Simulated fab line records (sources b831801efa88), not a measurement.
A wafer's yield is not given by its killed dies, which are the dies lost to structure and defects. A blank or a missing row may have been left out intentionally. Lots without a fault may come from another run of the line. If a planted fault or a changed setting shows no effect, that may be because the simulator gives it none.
A struck lot beside a sound one | flow sky130 | 14 out of 708 route steps
Sound: the wafers L366.3, L366.4, L366.6. Struck: wafers L362.3, L362.4, L362.6. Last of all comes the cause.
Order at every step that has rows: each side's tool, ch and its chambers, its first start. Under that, the readings that differ: sound wafers | struck wafers | difference of the means | sigmas: that difference in standard deviations of wafers without a fault.
alike: readings whose means differ by less than 2 such deviations, and words and numbers that are the same on both sides. not compared: withheld readings, readings that some wafer has no value for, bounds like >300 that may hide the same value, and numbers for which the record gives no deviation and whose values overlap.
The two part at a step that has a row with sigmas, a row that says differs or no value, or rows on one side only. Numbers that don't overlap but have no deviation are shown without sigmas and don't part them. A reading missing from all wafers of one side parts the sides only when that side holds two or more wafers.

first, 5 steps without rows for these wafers: SKY_LDD_N_COAT_02 (resist thk 300 nm); SKY_LDD_N_SOFTBAKE_03 (time 60 s); SKY_LDD_N_EXPOSE_04 (exposes mask NTM, target cd 840 nm); SKY_LDD_N_PEB_05; SKY_LDD_N_DEVELOP_06 (develop time 60 s).
SKY_LDD_N_OVL_MEAS_07:
  struck on overlay-01, day 22 07:28; sound on overlay-02, day 24 22:28
  alike: LDD_N_OVL
then, 6 steps without rows for these wafers: SKY_LDD_N_IMPLANT_08; SKY_LDD_N_IMPLANT_09; SKY_LDD_N_IMPLANT_10; SKY_LDD_N_IMPLANT_11; SKY_LDD_N_IMPLANT_12; SKY_LDD_N_IMPLANT_13.
SKY_LDD_N_IMPLANT_14:
  struck on implanter-04, day 22 08:27; sound on implanter-03 ch 0, day 24 23:38
  no value came back on the struck wafers for beamEnergyKeV, beamOnS (s), tiltDeg (degrees); on the sound wafers beamEnergyKeV reads 49.982 49.962 49.963
then, 1 step without rows for these wafers: SKY_LDD_N_IMPLANT_15.

## WHERE THEY PART
Within this record, at SKY_LDD_N_IMPLANT_14 only.

WHY: what had been put in by the simulator
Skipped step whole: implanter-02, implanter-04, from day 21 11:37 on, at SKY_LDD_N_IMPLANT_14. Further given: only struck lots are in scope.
